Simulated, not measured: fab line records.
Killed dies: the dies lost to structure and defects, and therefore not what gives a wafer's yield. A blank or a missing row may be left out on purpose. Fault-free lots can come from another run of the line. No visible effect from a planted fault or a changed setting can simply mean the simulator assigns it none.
Code-filled problem report in 8D (eight disciplines) form | flow gf180mcu | the parts of the form that need people (team, actions taken, sign-off) are left out

## 1. WHAT IS WRONG
Wafers without a fault read 34.73 s, standard deviation 0.19; strip-time-to-endpoint-s at GF_PASSIVATION_STRIP_12 reads a mean of 48.17 s on 6 wafers belonging to 2 lots. That puts it +71 standard deviations away from the usual mean.
The step: strips in O2/N2.
Seen first at day 31 10:01 on plasma-asher-04, wafer L603.1. Wafers with a number at this step in the record: 42, from 14 lots. Rule for "out" (also "out of limits"): further than 4 standard deviations from the usual mean. The other wafers with a number count as sound.

## 2. WHAT IT IS; WHAT IT IS NOT
question                    | is                               | is not
which readings at this step | strip-time-to-endpoint-s         | drypump-motor-current-A, heater-power-w
which lots                  | L603, L604                       | L595, L597, L598, L599, L600, L601, L605, L612, L613, L615, L616, L617
which wafers of those lots  | all that have a number           | -
read on which tools         | plasma-asher-02, plasma-asher-04 | plasma-asher-03
when                        | from day 31 10:01                | up to then (18 sound wafers); but 18 sound wafers of L605, L612, L613, L615, L616, L617 came after

## 3. THE SUSPECTS, EACH WITH WHAT RULES IT OUT
Counting: a tool at any process step up to the reading remains a suspect when it ran all the lots that are out and ran no sound lot after the first of those.
- rie-diel-03 at GF_PASSIVATION_ETCH_11 (etches the open film in CF4/O2, stops on TiN, target depth 1800 nm, time 400 s): ruled out as a lasting fault. The sound lots L615 went through it after L603, its earliest lot that is out (day 31 09:47).
Left after counting: nothing in the record.

## 4. THE CAUSE (what the simulator had put in)
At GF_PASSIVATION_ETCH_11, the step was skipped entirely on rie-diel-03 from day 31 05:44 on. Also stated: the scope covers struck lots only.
It was ruled out by counting, in error; the rule expects a fault to strike all lots run on its tool from its start on, and this fault did not.

## 5. THE EFFECT CHAIN, in route order
Rows list readings where the struck wafers' mean (over those with a number) sits beyond 3 standard deviations from the usual. Readings are gone through only where the record gives a usual standard deviation; hours: the median, over the lots, of the time from a lot's start at the first step in this table giving one to that lot's start at this step; sigmas: the change measured in usual standard deviations.
hours | step                    | reading                  | usual   | on struck wafers | change | sigmas
0     | GF_PASSIVATION_STRIP_12 | strip-time-to-endpoint-s | 34.73 s | 48.17            | +13.44 | +71
Here are the process steps it includes:
- GF_PASSIVATION_STRIP_12: strips in O2/N2.
Readings that are blank on the struck wafers while sound wafers have them: O2_flow_sccm at GF_PASSIVATION_ETCH_11; bias-w at GF_PASSIVATION_ETCH_11; drypump-motor-current-A at GF_PASSIVATION_ETCH_11; oes-product-au at GF_PASSIVATION_ETCH_11; throttle-valve-pct at GF_PASSIVATION_ETCH_11.

## 6. HOW IT WOULD HAVE BEEN CAUGHT EARLIER
In this record the first reading out of limits was taken at day 31 10:01, 4 hours after the fault began at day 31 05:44.
At GF_PASSIVATION_ETCH_11 the tool's readings are blank on the struck wafers, where sound wafers have them: an empty tool record is the first sign, and it was there at once.
